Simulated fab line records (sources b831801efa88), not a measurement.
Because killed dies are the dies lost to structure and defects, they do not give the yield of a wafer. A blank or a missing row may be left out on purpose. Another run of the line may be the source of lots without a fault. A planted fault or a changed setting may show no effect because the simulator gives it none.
A lot that was struck, set against a sound lot ; flow sky130 ; 38 out of 708 route steps
Sound: the wafers L929.2, L929.5, L929.6. Struck: wafers L913.2, L913.3, L913.4. The cause is named last.
At each step with rows: each side's tool, then ch and its chambers, then its first start. Under that, the readings that differ: sound wafers ; struck wafers ; difference of the means ; sigmas: that difference in standard deviations of wafers without a fault.
alike: readings whose means differ by less than 2 such deviations, and words and numbers that are the same on both sides. not compared: withheld readings, readings that some wafer has no value for, bounds like >300 that may hide the same value, and numbers for which the record gives no deviation and whose values overlap.
A row with sigmas, a row that says differs or no value, or rows on one side alone: a step with any of these is where the two part. When numbers do not overlap yet have no deviation, they are printed without sigmas and do not part them. A reading that every wafer of one side lacks parts them only if that side has two wafers or more.

first, 11 steps without rows for these wafers: SKY_FIELD_ISO_COAT_08 (resist thk 450 nm); SKY_FIELD_ISO_SOFTBAKE_09 (time 90 s); SKY_FIELD_ISO_EXPOSE_10 (exposes mask FOM, target cd 150 nm); SKY_FIELD_ISO_PEB_11; SKY_FIELD_ISO_DEVELOP_12 (develop time 60 s); SKY_FIELD_ISO_ETCH_14 (etches BARC in N2/H2, stops on SiO2, time 45.9 s, target depth 60 nm); SKY_FIELD_ISO_ETCH_15 (etches the open film in CHF3/O2, stops on Si, target depth 180 nm, time 72 s); SKY_FIELD_ISO_STRIP_16 (strips in O2/N2); SKY_FIELD_ISO_ETCH_17 (etches Si in HBr/Cl2/O2, target depth 342 nm, time 97.7 s); SKY_FIELD_ISO_WET_ETCH_18 (etches Si3N4 in H3PO4, target depth 25 nm, time 286 s); SKY_FIELD_ISO_CLEAN_19 (cleans in SC1/SC2, time 150 s).
SKY_FIELD_ISO_CLEAN_20: cleans in dHF, time 20 s.
  sound on wetBench-04 ch 0, day 7 07:13; struck on wetBench-04 ch 1, day 3 17:44
then, 25 steps without rows for these wafers: SKY_FIELD_ISO_WET_ETCH_21 (etches SiO2 in dHF, target depth 20 nm, time 400 s); SKY_FIELD_ISO_OXIDATION_22 (stabilise 600 s, purge 300 s, target thk 10 nm); SKY_FIELD_ISO_CVD_24 (deposits SiO2, target thk 595 nm, time 99.2 s); SKY_FIELD_ISO_ANNEAL_26 (time 1800 s); SKY_FIELD_ISO_CMP_27 (polishes, stops on Si3N4, t overpolish 16 s, target thk 457.8 nm); SKY_FIELD_ISO_WET_ETCH_28 (etches SiO2 in dHF, target depth 23.7 nm, time 47 s); SKY_FIELD_ISO_WET_ETCH_29 (etches Si3N4 in H3PO4, target depth 160 nm, time 1825 s); SKY_FIELD_ISO_WET_ETCH_30 (etches SiO2 in dHF, target depth 25 nm, time 50 s); SKY_NWELL_CLEAN_00 (cleans in SC1/SC2, time 150 s); SKY_NWELL_OXIDATION_01 (stabilise 600 s, purge 300 s, target thk 10 nm); SKY_DNWELL_DEHYDRATE_00 (time 60 s); SKY_DNWELL_HMDS_01 (prime time 60 s); SKY_DNWELL_COAT_02 (resist thk 3000 nm); SKY_DNWELL_SOFTBAKE_03; SKY_DNWELL_EXPOSE_04 (exposes mask DNM, target cd 3000 nm); SKY_DNWELL_PEB_05; SKY_DNWELL_DEVELOP_06 (develop time 60 s); SKY_DNWELL_IMPLANT_07; SKY_DNWELL_STRIP_08 (strips in O2/N2); SKY_PWDE_DEHYDRATE_00 (time 60 s); SKY_PWDE_HMDS_01 (prime time 60 s); SKY_PWDE_COAT_02 (resist thk 3000 nm); SKY_PWDE_SOFTBAKE_03; SKY_PWDE_EXPOSE_04 (exposes mask PWDEM, target cd 840 nm); SKY_PWDE_PEB_05.
-- the record jumps here: 44 days lie between the struck wafers' starts before and after (it left off in module PWDE and takes up again in module PAD_OPEN, whose first step shown is number 708 of the route) --
SKY_PAD_OPEN_PROBE_99:
  sound on prober-01, day 51 03:55; struck on prober-01, day 47 16:21
reading;sound;struck;difference;sigmas
hold;- - -;awaitDispo/3.5h/release awaitDispo/3.5h/release awaitDispo/3.5h/release;no value on the sound wafers;
killedAtFrontEnd;13 11 12;72 76 75;+62;+16
killedDies;84 72 76;128 124 140;+53;+5
  alike: killed_at_M0_to_M3, killed_at_M4_up, killedAtContacts, killedAtOther, killedOpen, killedShort

## WHERE THEY PART
SKY_PAD_OPEN_PROBE_99 only, going by this record.

WHY: whatever the simulator had introduced
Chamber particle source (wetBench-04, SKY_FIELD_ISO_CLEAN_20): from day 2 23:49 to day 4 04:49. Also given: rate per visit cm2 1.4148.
